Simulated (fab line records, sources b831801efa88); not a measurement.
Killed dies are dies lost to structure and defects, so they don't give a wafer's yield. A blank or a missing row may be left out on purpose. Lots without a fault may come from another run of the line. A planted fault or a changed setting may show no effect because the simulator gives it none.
fab line records | flow sky130
record lots=6 wafers=18 last_day=49
route steps=708 shown DNWELL@41 PWDE@45 NWELL@56 PAD_OPEN@708
lots that met no fault: from a run of the same line without faults
start_h: hours from the record's first day to the start of the lot's first wafer shown | wait_h: hours since the lot's step before | " the same as in the row above | L1.1+2: a row that stands for several wafers | - no value, or no start given | * or withheld: withheld | < > ~ a bound
route shown NAME@n: a module of which the file shows steps, and the number in the route of the first | usual: mean/standard deviation of fault-free wafers | same: alike in all rows | chamber/n: place in a boat | sites: the reading at each site | _std_site: their standard deviation | _edge_site: outer sites' mean less inner sites' | radius_mm: how far each site lies from the wafer's centre | mask NAME#n: copy n | behind: the tool/chamber that last shaped the wafer | hold: why the lot was held/for how many hours/how that ended | device: the transistor (n, p or np) that didn't switch | end of line: the same wafers' tests at the end of the route | a step without rows: its recipe alone | killed: dies lost to structure and defects at the first sort, not the wafer's yield | map: a wafer's dies, x killed, . not, _ none there
set.NAME: the setting as run; set.NAME@STEP: as run at that earlier step | model.NAME: the simulator's own value behind a step, which no gauge read
lots at some steps of the route; a table a step, a row a wafer
services: from which hour (start_h, from the record's first day; less than 0 if before it) a tool's chamber was out of use, for how many hours, and why
## steps
# step SKY_DNWELL_DEVELOP_06
# recipe wall_angle_deg=90 developer=TMAH develop_time_s=60 dev_temp_c=23
# step SKY_DNWELL_IMPLANT_07
# recipe species=P energy_kev=withheld dose_cm2=withheld tilt_deg=withheld
# step SKY_DNWELL_STRIP_08
# recipe chemistry=O2/N2 power_w=1400 pressure_mtorr=1500 platen_temp_c=withheld o2_flow_sccm=3000 n2_flow_sccm=300 overash_fraction=0.5
# usual drypump_motor_current_A=5.27/0.26 oes_product_au=0.722/0.0043 strip_time_to_endpoint_s=36.91/0.11
# columns lot.wafer tool chamber start_h wait_h drypump_motor_current_A oes_product_au rf_hours_counter_h strip_time_to_endpoint_s
L289.3 plasma_asher-02 0 64.60 0.1 5.51 0.724 - 37.00
L289.4 " 1 " " 4.92 0.719 - 36.88
L289.6 " 1 " " 4.94 0.729 - 36.99
L291.3 plasma_asher-03 1 85.35 0.1 5.26 0.724 - 36.98
L291.4 " 0 " " 5.54 0.718 - 36.94
L291.6 " 0 " " 5.56 0.727 - 36.87
L299.4 plasma_asher-02 0 116.85 0.1 5.51 0.719 - 36.77
L299.5 " 1 " " 4.94 0.718 - 36.79
L299.6 " 0 " " 5.49 0.721 - 36.80
L301.3 plasma_asher-02 1 128.69 0.1 4.94 0.723 - 36.99
L301.5 " 1 " " 4.92 0.723 - 36.94
L301.6 " 0 " " 5.49 0.717 - 36.91
L302.3 plasma_asher-01 1 133.80 0.1 4.95 0.719 - 37.00
L302.5 " 1 " " 4.92 0.719 - 37.08
L302.6 " 0 " " 5.51 0.724 - 37.07
L308.2 plasma_asher-01 1 163.95 0.1 4.98 0.724 5 36.80
L308.4 " 1 " " 4.97 0.720 - 36.97
L308.6 " 1 " " 4.96 0.722 - 36.93
# step SKY_DNWELL_TW_MEAS_09
# usual DNWELL_TW=1113/9
# columns lot.wafer tool chamber start_h wait_h DNWELL_TW
L289.3 film_metro-01 - 64.68 0.1 1099
L289.4 " - " " 1109
L289.6 " - " " 1107
L291.3 film_metro-01 - 85.43 0.1 1102
L291.4 " - " " 1102
L291.6 " - " " 1105
L299.4 film_metro-02 - 116.97 0.1 1120
L299.5 " - " " 1118
L299.6 " - " " 1125
L301.3 film_metro-04 - 128.77 0.1 1105
L301.5 " - " " 1103
L301.6 " - " " 1105
L302.3 film_metro-01 - 133.88 0.1 1113
L302.5 " - " " 1111
L302.6 " - " " 1113
L308.2 film_metro-01 - 164.06 0.1 1115
L308.4 " - " " 1111
L308.6 " - " " 1110
# step SKY_PWDE_DEHYDRATE_00
# recipe temp_c=200 time_s=60
# step SKY_PWDE_HMDS_01
# recipe prime_time_s=60 prime_temp_c=120
# step SKY_PWDE_COAT_02
# recipe spin_rpm=2038 resist_thk_nm=3000
# step SKY_PWDE_SOFTBAKE_03
# recipe temp_c=110 time_s=withheld
# step SKY_PWDE_EXPOSE_04
# recipe mask_id=PWDEM na=0.6 source_shape=conventional sigma_outer=0.6 polarization=unpolarized target_cd_nm=840 dose_mj=214
# step SKY_PWDE_PEB_05
# recipe temp_c=115 time_s=withheld
# step SKY_PWDE_DEVELOP_06
# recipe wall_angle_deg=90 developer=TMAH develop_time_s=60 dev_temp_c=23
# step SKY_PWDE_OVL_MEAS_07
# usual PWDE_OVL=-0.4/1.2
# columns lot.wafer tool chamber start_h wait_h PWDE_OVL[nm]
L289.3 overlay-01 - 80.88 - -2.0
L289.4 " - " " -0.2
L289.6 " - " " -0.2
L291.3 overlay-02 - 102.03 - 1.5
L291.4 " - " " 0.5
L291.6 " - " " 0.1
L299.4 overlay-02 - 135.44 - -1.6
L299.5 " - " " -2.1
L299.6 " - " " -1.4
L301.3 overlay-01 - 147.33 - -0.3
L301.5 " - " " -0.4
L301.6 " - " " -0.1
L302.3 overlay-01 - 151.83 - -2.3
L302.5 " - " " -2.2
L302.6 " - " " -1.7
L308.2 overlay-01 - 184.32 - -1.9
L308.4 " - " " -3.4
L308.6 " - " " -3.7
# step SKY_PWDE_IMPLANT_08
# recipe species=B energy_kev=150 dose_cm2=3.6e+12 tilt_deg=withheld
# usual dose_ions_cm2=3.6e+12/4.1e+09 faraday_current_uA=20.3/0.39
# columns lot.wafer tool chamber start_h wait_h dose_ions_cm2 faraday_current_uA
L289.3 implanter-03 0 80.96 0.1 3.602e+12 20.4
L289.4 " 0 " " 3.596e+12 20.6
L289.6 " 0 " " 3.602e+12 19.6
L291.3 implanter-04 0 102.11 0.1 3.601e+12 20.2
L291.4 " 0 " " 3.6e+12 20.2
L291.6 " 0 " " 3.602e+12 20.3
L299.4 implanter-03 0 135.53 0.1 2.937e+12 16.6
L299.5 " 0 " " 2.941e+12 16.3
L299.6 " 0 " " 2.939e+12 16.5
L301.3 implanter-03 0 147.40 0.1 2.938e+12 16.7
L301.5 " 0 " " 2.936e+12 16.8
L301.6 " 0 " " 2.94e+12 16.0
L302.3 implanter-04 0 151.90 0.1 3.591e+12 20.1
L302.5 " 0 " " 3.593e+12 20.4
L302.6 " 0 " " 3.594e+12 20.2
L308.2 implanter-02 0 184.38 0.0 3.602e+12 20.4
L308.4 " 0 " " 3.598e+12 20.6
L308.6 " 0 " " 3.605e+12 20.4
# step SKY_PWDE_STRIP_09
# recipe chemistry=O2/N2 power_w=1400 pressure_mtorr=1500 platen_temp_c=withheld o2_flow_sccm=3000 n2_flow_sccm=300 overash_fraction=0.5
# usual drypump_motor_current_A=5.5/0.44 oes_product_au=0.722/0.0045 strip_time_to_endpoint_s=36.57/0.12
# columns lot.wafer tool chamber start_h wait_h drypump_motor_current_A oes_product_au rf_hours_counter_h strip_time_to_endpoint_s
L289.3 plasma_asher-02 0 81.09 0.1 5.5 0.724 - 36.66
L289.4 " 1 " " 5.0 0.724 - 36.67
L289.6 " 0 " " 5.5 0.725 - 36.67
L291.3 plasma_asher-02 0 102.24 0.1 5.5 0.726 - 36.70
L291.4 " 1 " " 4.9 0.726 - 36.68
L291.6 " 1 " " 4.9 0.729 - 36.67
L299.4 plasma_asher-02 0 135.64 0.1 5.5 0.727 - 36.51
L299.5 " 0 " " 5.5 0.723 - 36.48
L299.6 " 1 " " 4.9 0.723 - 36.58
L301.3 plasma_asher-01 1 147.53 0.1 5.0 0.725 - 36.51
L301.5 " 1 " " 5.0 0.726 - 36.57
L301.6 " 0 " " 5.5 0.722 - 36.58
L302.3 plasma_asher-01 0 152.03 0.1 5.5 0.721 - 36.46
L302.5 " 1 " " 5.0 0.725 - 36.63
L302.6 " 0 " " 5.5 0.724 - 36.58
L308.2 plasma_asher-04 1 184.50 0.1 6.2 0.720 36 36.40
L308.4 " 0 " " 5.8 0.723 - 36.40
L308.6 " 1 " " 6.2 0.730 - 36.37
# step SKY_PWDE_TW_MEAS_10
# usual PWDE_TW=372.6/2.8
# columns lot.wafer tool chamber start_h wait_h PWDE_TW
L289.3 film_metro-02 - 81.18 0.1 377.1
L289.4 " - " " 374.5
L289.6 " - " " 375.8
L291.3 film_metro-01 - 102.33 0.1 371.3
L291.4 " - " " 371.3
L291.6 " - " " 369.0
L299.4 film_metro-04 - 135.74 0.1 348.8
L299.5 " - " " 348.0
L299.6 " - " " 348.9
L301.3 film_metro-04 - 147.62 0.1 348.9
L301.5 " - " " 349.6
L301.6 " - " " 346.9
L302.3 film_metro-01 - 152.12 0.1 373.7
L302.5 " - " " 372.6
L302.6 " - " " 372.3
L308.2 film_metro-01 - 184.69 0.2 370.2
L308.4 " - " " 371.9
L308.6 " - " " 372.1
# step SKY_NWELL_DEHYDRATE_03
# recipe temp_c=200 time_s=60
# step SKY_NWELL_HMDS_04
# recipe prime_time_s=60 prime_temp_c=120
# step SKY_NWELL_COAT_05
# recipe spin_rpm=2000 resist_thk_nm=3000
# step SKY_NWELL_SOFTBAKE_06
# recipe temp_c=110 time_s=withheld
# step SKY_NWELL_EXPOSE_07
# recipe mask_id=NWM na=0.6 source_shape=conventional sigma_outer=0.6 polarization=unpolarized target_cd_nm=840 dose_mj=255
# step SKY_NWELL_PEB_08
# recipe temp_c=115 time_s=withheld
# step SKY_NWELL_DEVELOP_09
# recipe wall_angle_deg=90 developer=TMAH develop_time_s=60 dev_temp_c=23
# step SKY_NWELL_OVL_MEAS_10
# usual NWELL_00_OVL=0.3/1.6
# columns lot.wafer tool chamber start_h wait_h NWELL_00_OVL[nm]
L289.3 overlay-02 - 98.13 - 1.0
L289.4 " - " " 1.5
L289.6 " - " " -1.3
L291.3 overlay-02 - 120.45 - 0.6
L291.4 " - " " -1.0
L291.6 " - " " 1.1
L299.4 overlay-01 - 154.61 - 1.9
L299.5 " - " " 2.5
L299.6 " - " " 1.1
L301.3 overlay-02 - 167.52 - 0.7
L301.5 " - " " -0.4
L301.6 " - " " 1.1
L302.3 overlay-02 - 171.73 - 0.6
L302.5 " - " " 0.2
L302.6 " - " " -0.5
L308.2 overlay-02 - 206.34 - 1.9
L308.4 " - " " 2.5
L308.6 " - " " -0.5
# step SKY_NWELL_IMPLANT_11
# recipe species=P energy_kev=400 dose_cm2=1.9e+13 tilt_deg=withheld
# step SKY_NWELL_IMPLANT_12
# recipe species=P energy_kev=120 dose_cm2=1.3e+12 tilt_deg=withheld
# step SKY_NWELL_IMPLANT_13
# recipe species=P energy_kev=50 dose_cm2=7e+11 tilt_deg=withheld
# step SKY_NWELL_STRIP_14
# recipe chemistry=O2/N2 power_w=1400 pressure_mtorr=1500 platen_temp_c=withheld o2_flow_sccm=3000 n2_flow_sccm=300 overash_fraction=0.5
# usual drypump_motor_current_A=5.6/0.41 oes_product_au=0.722/0.0047 strip_time_to_endpoint_s=36.90/0.11
# columns lot.wafer tool chamber start_h wait_h drypump_motor_current_A oes_product_au rf_hours_counter_h strip_time_to_endpoint_s
L289.3 plasma_asher-01 1 98.64 0.1 5.0 0.717 - 37.08
L289.4 " 0 " " 5.5 0.722 - 37.04
L289.6 " 1 " " 5.0 0.719 - 37.04
L291.3 plasma_asher-01 0 120.96 0.1 5.5 0.727 - 36.96
L291.4 " 1 " " 5.0 0.718 - 36.92
L291.6 " 1 " " 5.0 0.723 - 36.92
L299.4 plasma_asher-04 1 155.11 0.1 6.2 0.713 - 37.02
L299.5 " 1 " " 6.2 0.729 - 37.08
L299.6 " 0 " " 5.9 0.721 - 37.06
L301.3 plasma_asher-01 1 168.02 0.1 5.0 0.719 - 36.88
L301.5 " 0 " " 5.6 0.718 - 36.85
L301.6 " 1 " " 4.9 0.724 - 36.90
L302.3 plasma_asher-01 0 172.24 0.1 5.5 0.720 - 37.04
L302.5 " 1 " " 5.0 0.720 - 36.94
L302.6 " 0 " " 5.5 0.717 - 36.90
L308.2 plasma_asher-01 0 206.83 0.1 5.5 0.725 9 36.84
L308.4 " 0 " " 5.5 0.725 - 36.79
L308.6 " 0 " " 5.5 0.728 - 36.74
# step SKY_NWELL_TW_MEAS_15
# usual NWELL_TW=1823/18
# columns lot.wafer tool chamber start_h wait_h NWELL_TW
L289.3 film_metro-02 - 98.73 0.1 1839
L289.4 " - " " 1831
L289.6 " - " " 1827
L291.3 film_metro-04 - 121.04 0.1 1803
L291.4 " - " " 1816
L291.6 " - " " 1803
L299.4 film_metro-04 - 155.20 0.1 1808
L299.5 " - " " 1809
L299.6 " - " " 1803
L301.3 film_metro-02 - 168.11 0.1 1853
L301.5 " - " " 1857
L301.6 " - " " 1863
L302.3 film_metro-04 - 172.32 0.1 1804
L302.5 " - " " 1799
L302.6 " - " " 1810
L308.2 film_metro-02 - 206.94 0.1 1846
L308.4 " - " " 1849
L308.6 " - " " 1838
# step SKY_NWELL_DEHYDRATE_16
# recipe temp_c=200 time_s=60
# step SKY_NWELL_HMDS_17
# recipe prime_time_s=60 prime_temp_c=120
# step SKY_NWELL_COAT_18
# recipe spin_rpm=2000 resist_thk_nm=3000
# step SKY_NWELL_SOFTBAKE_19
# recipe temp_c=110 time_s=withheld
# step SKY_NWELL_EXPOSE_20
# recipe mask_id=NWM_COMPLEMENT na=0.6 source_shape=conventional sigma_outer=0.6 polarization=unpolarized target_cd_nm=840 dose_mj=260
# step SKY_NWELL_PEB_21
# recipe temp_c=115 time_s=withheld
# step SKY_NWELL_DEVELOP_22
# recipe wall_angle_deg=90 developer=TMAH develop_time_s=60 dev_temp_c=23
# step SKY_NWELL_OVL_MEAS_23
# usual NWELL_01_OVL=-0.4/1.4
# columns lot.wafer tool chamber start_h wait_h NWELL_01_OVL[nm]
L289.3 overlay-01 - 116.12 - 0.6
L289.4 " - " " 0.0
L289.6 " - " " -1.7
L291.3 overlay-01 - 139.62 - 1.1
L291.4 " - " " -0.5
L291.6 " - " " 0.8
L299.4 overlay-02 - 174.79 - -0.2
L299.5 " - " " -1.6
L299.6 " - " " -1.0
L301.3 overlay-01 - 188.60 - 0.1
L301.5 " - " " -0.1
L301.6 " - " " 0.1
L302.3 overlay-02 - 193.17 - 1.5
L302.5 " - " " -2.5
L302.6 " - " " 0.6
L308.2 overlay-02 - 227.77 - 1.0
L308.4 " - " " 0.7
L308.6 " - " " 1.0
# step SKY_NWELL_IMPLANT_24
# recipe species=B energy_kev=141.4 dose_cm2=9.2e+12 tilt_deg=withheld
# step SKY_NWELL_STRIP_25
# recipe chemistry=O2/N2 power_w=1400 pressure_mtorr=1500 platen_temp_c=withheld o2_flow_sccm=3000 n2_flow_sccm=300 overash_fraction=0.5
# usual drypump_motor_current_A=5.6/0.42 oes_product_au=0.722/0.0049 strip_time_to_endpoint_s=36.91/0.1
# columns lot.wafer tool chamber start_h wait_h drypump_motor_current_A oes_product_au rf_hours_counter_h strip_time_to_endpoint_s
L289.3 plasma_asher-04 0 116.32 0.1 5.9 0.722 - 36.82
L289.4 " 1 " " 6.2 0.717 - 36.77
L289.6 " 1 " " 6.2 0.726 - 36.72
L291.3 plasma_asher-04 0 139.82 0.1 5.9 0.722 - 36.89
L291.4 " 1 " " 6.2 0.725 - 36.80
L291.6 " 0 " " 5.9 0.726 - 36.78
L299.4 plasma_asher-01 1 174.99 0.1 4.9 0.723 - 36.81
L299.5 " 1 " " 5.0 0.716 - 36.92
L299.6 " 0 " " 5.5 0.721 - 36.97
L301.3 plasma_asher-03 1 188.81 0.1 5.3 0.723 - 36.90
L301.5 " 0 " " 5.6 0.726 - 36.86
L301.6 " 1 " " 5.3 0.721 - 36.95
L302.3 plasma_asher-04 0 193.37 0.1 5.9 0.725 - 36.79
L302.5 " 1 " " 6.2 0.726 - 36.87
L302.6 " 0 " " 5.9 0.712 - 36.83
L308.2 plasma_asher-01 1 227.95 0.1 5.0 0.724 11 36.75
L308.4 " 1 " " 5.0 0.721 - 36.78
L308.6 " 1 " " 5.0 0.721 - 36.75
# step SKY_NWELL_TW_MEAS_26
# usual NWELL_2_TW=497/4.4
# columns lot.wafer tool chamber start_h wait_h NWELL_2_TW
L289.3 film_metro-04 - 116.41 0.1 495
L289.4 " - " " 495
L289.6 " - " " 496
L291.3 film_metro-02 - 139.91 0.1 502
L291.4 " - " " 503
L291.6 " - " " 502
L299.4 film_metro-04 - 175.08 0.1 494
L299.5 " - " " 494
L299.6 " - " " 492
L301.3 film_metro-04 - 188.89 0.1 494
L301.5 " - " " 496
L301.6 " - " " 496
L302.3 film_metro-02 - 193.46 0.1 502
L302.5 " - " " 500
L302.6 " - " " 504
L308.2 film_metro-04 - 228.06 0.1 492
L308.4 " - " " 495
L308.6 " - " " 490
# step SKY_NWELL_CLEAN_27
# recipe chemistry=SC1/SC2 mix=1:4:20 temp_c=70 time_s=150 dry=n2_spin
# step SKY_NWELL_RTA_28
# recipe temp_c=1050 time_s=30 idle_temp_c=650 ramp_up_c_per_s=150 ramp_down_c_per_s=90 ambient=N2
# usual lamp_power_pct=25.31/0.057 wafer_temp_C_max=1054.9/1.1
# same time_s=30
# columns lot.wafer tool chamber start_h wait_h lamp_power_pct wafer_temp_C_max
L289.3 rtp_anneal-01 0 116.54 0.0 25.36 1054.5
L289.4 " 0 " " 25.24 1053.9
L289.6 " 0 " " 25.23 1056.1
L291.3 rtp_anneal-02 0 140.04 0.0 25.29 1054.0
L291.4 " 0 " " 25.36 1055.0
L291.6 " 0 " " 25.25 1056.9
L299.4 rtp_anneal-01 0 175.22 0.1 25.23 1053.9
L299.5 " 0 " " 25.25 1054.6
L299.6 " 0 " " 25.42 1056.1
L301.3 rtp_anneal-02 0 189.07 0.0 25.26 1055.6
L301.5 " 0 " " 25.43 1054.3
L301.6 " 0 " " 25.33 1056.7
L302.3 rtp_anneal-01 0 193.63 0.0 25.36 1054.9
L302.5 " 0 " " 25.36 1054.3
L302.6 " 0 " " 25.31 1056.8
L308.2 rtp_anneal-01 0 228.18 0.0 25.22 1055.8
L308.4 " 0 " " 25.43 1054.1
L308.6 " 0 " " 25.29 1058.0
# step SKY_NWELL_RS_MEAS_29
# recipe thk_meas_gauge=four-point-probe
# usual NWELL_RS=624.2/1.8
# columns lot.wafer tool chamber start_h wait_h NWELL_RS[ohm/sq]
L289.3 film_metro-01 - 116.65 0.1 625.1
L289.4 " - " " 626.5
L289.6 " - " " 626.2
L291.3 film_metro-04 - 140.15 0.1 624.3
L291.4 " - " " 624.4
L291.6 " - " " 624.1
L299.4 film_metro-02 - 175.33 0.1 624.4
L299.5 " - " " 623.5
L299.6 " - " " 624.6
L301.3 film_metro-02 - 189.17 0.1 625.6
L301.5 " - " " 624.4
L301.6 " - " " 624.5
L302.3 film_metro-01 - 193.74 0.1 623.6
L302.5 " - " " 626.0
L302.6 " - " " 624.9
L308.2 film_metro-01 - 228.28 0.1 623.3
L308.4 " - " " 622.9
L308.6 " - " " 623.1
# step SKY_NWELL_RS_MEAS_31
# recipe thk_meas_gauge=four-point-probe
# usual PWDE_RS=5277/15
# columns lot.wafer tool chamber start_h wait_h PWDE_RS[ohm/sq]
L289.3 film_metro-01 - 116.89 0.1 5264
L289.4 " - " " 5276
L289.6 " - " " 5285
L291.3 film_metro-04 - 140.39 0.1 5270
L291.4 " - " " 5264
L291.6 " - " " 5279
L299.4 film_metro-02 - 175.57 0.1 6238
L299.5 " - " " 6249
L299.6 " - " " 6251
L301.3 film_metro-02 - 189.41 0.1 6242
L301.5 " - " " 6219
L301.6 " - " " 6249
L302.3 film_metro-01 - 193.98 0.1 5301
L302.5 " - " " 5299
L302.6 " - " " 5294
L308.2 film_metro-01 - 228.52 0.1 5286
L308.4 " - " " 5263
L308.6 " - " " 5283
# step SKY_PAD_OPEN_PROBE_99
# usual killed_at_M0_to_M3=43/7.3 killed_at_M4_up=3.5/2.2 killed_at_contacts=24/5.3 killed_at_front_end=15/4.2 killed_at_other=0.3/0.67 killed_dies=86/9.8 killed_open=47/7.2 killed_short=39/6.5
# same gross_dies=492 killed_at_back_side=0
# columns lot.wafer tool chamber start_h wait_h killed_at_M0_to_M3 killed_at_M4_up killed_at_contacts killed_at_front_end killed_at_other killed_dies killed_open killed_short model.etest.res_p_drift_20v.line_ohm_um model.etest.res_p_drift_20v.rs_ohm_sq model.etest.res_pwde_under_gate.rs_ohm_sq
L289.3 prober-01 - 1077.27 0.2 52 6 18 14 0 90 47 43 1.032e+04 8626 6168
L289.4 prober-01 - 1077.32 0.2 39 2 25 13 3 82 44 35 1.036e+04 8501 6152
L289.6 prober-01 - 1077.42 0.2 41 5 24 20 0 90 55 35 1.032e+04 8598 6133
L291.3 prober-01 - 1107.57 0.2 34 5 27 12 0 78 43 35 1.126e+04 9395 6144
L291.4 prober-01 - 1107.62 0.2 55 11 23 17 0 106 60 46 1.075e+04 9042 6151
L291.6 prober-01 - 1107.72 0.2 36 4 26 15 0 81 48 32 1.148e+04 9432 6153
L302.3 prober-01 - 1160.21 0.2 49 4 23 13 0 89 42 45 1.123e+04 9547 6228
L302.5 prober-01 - 1160.31 0.2 43 7 21 18 0 89 46 43 1.148e+04 9551 6232
L302.6 prober-01 - 1160.36 0.2 43 7 27 17 0 94 48 46 1.217e+04 1.016e+04 6291
L299.4 prober-02 - 1160.26 0.2 36 1 22 12 1 72 44 27 1.261e+04 1.056e+04 7398
L299.5 prober-02 - 1160.31 0.2 42 4 32 13 1 92 41 51 1.252e+04 1.067e+04 7519
L299.6 prober-02 - 1160.36 0.2 56 4 23 11 1 95 46 48 1.347e+04 1.12e+04 7519
L301.3 prober-02 - 1160.51 0.5 40 4 19 16 0 79 41 38 1.326e+04 1.098e+04 7507
L301.5 prober-02 - 1160.61 0.5 35 4 19 14 0 72 34 38 1.311e+04 1.096e+04 7402
L301.6 prober-02 - 1160.66 0.6 17 2 21 17 0 57 32 24 1.3e+04 1.067e+04 7428
L308.2 prober-02 - 1184.42 0.1 58 3 18 21 0 100 53 47 1.089e+04 9250 6242
L308.4 prober-02 - 1184.52 0.2 49 1 25 25 0 100 57 43 1.11e+04 9347 6182
L308.6 prober-02 - 1184.62 0.2 42 3 24 17 0 86 46 39 1.099e+04 9149 6218
# killed by level:class
L289.3 VIA3:geometric_particle:open=8 VIA1:geometric_particle:short=7 CONTACT:geometric_particle:open=7 VIA1:geometric_particle:open=7 METAL3:geometric_particle:short=6 METAL2:geometric_particle:short=6 METAL1:geometric_particle:short=5 FIELD_ISO:geometric_particle:open=4
L289.4 CONTACT:geometric_particle:open=9 LI_CONTACT:geometric_particle:open=6 LOCAL_INTERCONNECT:geometric_particle:short=6 METAL2:geometric_particle:short=6 VIA2:geometric_particle:open=6 METAL1:geometric_particle:short=5 VIA1:geometric_particle:open=5 METAL3:geometric_particle:short=4
L289.6 VIA1:geometric_particle:open=14 CONTACT:geometric_particle:open=11 LI_CONTACT:geometric_particle:open=7 VIA2:geometric_particle:short=6 FIELD_ISO:geometric_particle:short=5 METAL2:geometric_particle:short=5 VIA3:geometric_particle:open=5 FIELD_ISO:geometric_particle:open=4
L291.3 CONTACT:geometric_particle:open=11 LI_CONTACT:geometric_particle:open=8 VIA1:geometric_particle:open=8 VIA2:geometric_particle:open=6 VIA3:geometric_particle:short=6 POLY_GATE:geometric_particle:short=5 METAL2:geometric_particle:short=5 VIA3:geometric_particle:open=5
L291.4 VIA3:geometric_particle:open=12 CONTACT:geometric_particle:open=9 VIA1:geometric_particle:open=9 LI_CONTACT:geometric_particle:open=8 METAL4:geometric_particle:short=8 METAL2:geometric_particle:short=7 POLY_GATE:geometric_particle:short=5 VIA1:geometric_particle:short=5
L291.6 VIA1:geometric_particle:open=12 CONTACT:geometric_particle:open=10 LI_CONTACT:geometric_particle:open=8 POLY_GATE:geometric_particle:open=7 VIA1:geometric_particle:short=6 VIA2:geometric_particle:short=5 LOCAL_INTERCONNECT:geometric_particle:short=4 VIA3:geometric_particle:open=4
L302.3 VIA1:geometric_particle:open=9 VIA1:geometric_particle:short=9 LI_CONTACT:geometric_particle:open=7 VIA3:geometric_particle:open=7 VIA2:geometric_particle:open=5 LI_CONTACT:geometric_particle:short=5 METAL2:geometric_particle:short=5 POLY_GATE:geometric_particle:open=4
L299.4 VIA1:geometric_particle:open=10 LI_CONTACT:geometric_particle:open=8 METAL2:geometric_particle:short=6 VIA3:geometric_particle:open=6 FIELD_ISO:geometric_particle:open=4 CONTACT:geometric_particle:open=4 POLY_GATE:geometric_particle:short=3 LI_CONTACT:geometric_particle:short=3
L299.5 LI_CONTACT:geometric_particle:open=10 VIA1:geometric_particle:short=9 VIA1:geometric_particle:open=9 FIELD_ISO:geometric_particle:short=7 CONTACT:geometric_particle:open=7 LOCAL_INTERCONNECT:geometric_particle:short=6 VIA2:geometric_particle:open=6 LI_CONTACT:geometric_particle:short=5
L302.5 CONTACT:geometric_particle:open=13 VIA1:geometric_particle:open=12 METAL4:geometric_particle:short=7 FIELD_ISO:geometric_particle:short=6 VIA3:geometric_particle:open=6 FIELD_ISO:geometric_particle:open=5 METAL1:geometric_particle:short=5 VIA2:geometric_particle:open=5
L299.6 VIA2:geometric_particle:open=12 METAL1:geometric_particle:short=9 VIA1:geometric_particle:open=9 LI_CONTACT:geometric_particle:open=6 METAL2:geometric_particle:short=6 CONTACT:geometric_particle:short=6 CONTACT:geometric_particle:open=6 VIA1:geometric_particle:short=5
L302.6 CONTACT:geometric_particle:open=11 VIA1:geometric_particle:open=10 LI_CONTACT:geometric_particle:open=8 METAL2:geometric_particle:short=7 FIELD_ISO:geometric_particle:short=6 VIA3:geometric_particle:short=5 VIA2:geometric_particle:open=5 METAL4:geometric_particle:short=5
L301.3 VIA1:geometric_particle:open=9 VIA1:geometric_particle:short=7 LI_CONTACT:geometric_particle:open=6 METAL1:geometric_particle:short=6 VIA3:geometric_particle:open=6 CONTACT:geometric_particle:short=5 FIELD_ISO:geometric_particle:open=4 POLY_GATE:geometric_particle:open=4
L301.5 VIA1:geometric_particle:open=12 CONTACT:geometric_particle:open=7 METAL2:geometric_particle:short=6 LOCAL_INTERCONNECT:geometric_particle:short=6 METAL3:geometric_particle:short=5 METAL4:geometric_particle:short=4 FIELD_ISO:geometric_particle:open=3 POLY_GATE:geometric_particle:open=3
L301.6 CONTACT:geometric_particle:open=12 FIELD_ISO:geometric_particle:open=5 POLY_GATE:geometric_particle:short=5 VIA1:geometric_particle:open=5 METAL2:geometric_particle:short=5 FIELD_ISO:geometric_particle:short=4 METAL1:geometric_particle:short=3 LI_CONTACT:geometric_particle:open=2
L308.2 VIA1:geometric_particle:open=17 METAL1:geometric_particle:short=10 CONTACT:geometric_particle:open=8 VIA3:geometric_particle:open=7 FIELD_ISO:geometric_particle:short=6 POLY_GATE:geometric_particle:open=5 CONTACT:geometric_particle:short=5 VIA1:geometric_particle:short=5
L308.4 VIA1:geometric_particle:open=9 VIA2:geometric_particle:open=9 CONTACT:geometric_particle:open=8 VIA1:geometric_particle:short=8 VIA3:geometric_particle:open=8 FIELD_ISO:geometric_particle:open=7 LI_CONTACT:geometric_particle:open=7 FIELD_ISO:geometric_particle:short=5
L308.6 VIA1:geometric_particle:open=10 LI_CONTACT:geometric_particle:open=8 LOCAL_INTERCONNECT:geometric_particle:short=6 VIA1:geometric_particle:short=6 VIA3:geometric_particle:open=6 VIA2:geometric_particle:open=5 POLY_GATE:geometric_particle:open=4 FIELD_ISO:geometric_particle:short=4
## services
# columns tool chamber start_h hours kind
plasma_asher-03 - 44.88 9.9 repair
plasma_asher-02 - 52.89 3.3 repair
implanter-03 - 64.57 4.3 pm
rtp_anneal-01 - 99.69 3.5 pm
plasma_asher-01 - 108.75 9.0 pm
plasma_asher-01 0 108.75 9.0 vent_cycle
plasma_asher-01 1 108.75 9.0 vent_cycle
plasma_asher-01 0 117.75 - clean
plasma_asher-01 1 117.75 - clean
plasma_asher-04 - 122.35 0.3 repair
implanter-02 - 131.16 6.6 pm
plasma_asher-04 - 137.19 0.7 repair
implanter-02 - 156.80 1.1 repair
implanter-02 - 175.75 8.5 pm
plasma_asher-04 - 196.44 2.8 pm
implanter-04 - 213.88 3.0 repair
implanter-02 - 214.25 2.6 pm
## key
first_sign step=SKY_PWDE_IMPLANT_08 reading=dose_ions_cm2 direction=down sigmas=99+ usual=* struck=*
effect step=SKY_PWDE_IMPLANT_08 reading=faraday_current_uA direction=down sigmas=9.8 usual=20.3 struck=16.5
effect step=SKY_PWDE_TW_MEAS_10 reading=PWDE_TW direction=down sigmas=8.7 usual=372.6 struck=348.5
effect step=SKY_NWELL_RS_MEAS_31 reading=PWDE_RS direction=up sigmas=62 usual=5277 struck=6241
model_effect step=SKY_PAD_OPEN_PROBE_99 value=etest.res_p_drift_20v.line_ohm_um without=1.076e+04 struck=1.3e+04
met_at SKY_PWDE_IMPLANT_08
struck_wafers L299.4,L299.5,L299.6,L301.3,L301.5,L301.6
tester_left_out L299,L301
onset_between 80.96 135.53
fault kind=process_parameter_drift tool=implanter-03 chamber=- onset_h=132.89 steps=SKY_PWDE_IMPLANT_08 channel=dose_cm2 offset=* shape=step end_h=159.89 acts_in=* stated=*
# tester_left_out: of these lots the tester's yield and bins aren't shown, on N5 and GAA mostly nor the transistor test; their killed dies are dies lost to structure and defects alone, not to doping, threshold or leakage, so they don't give the yield
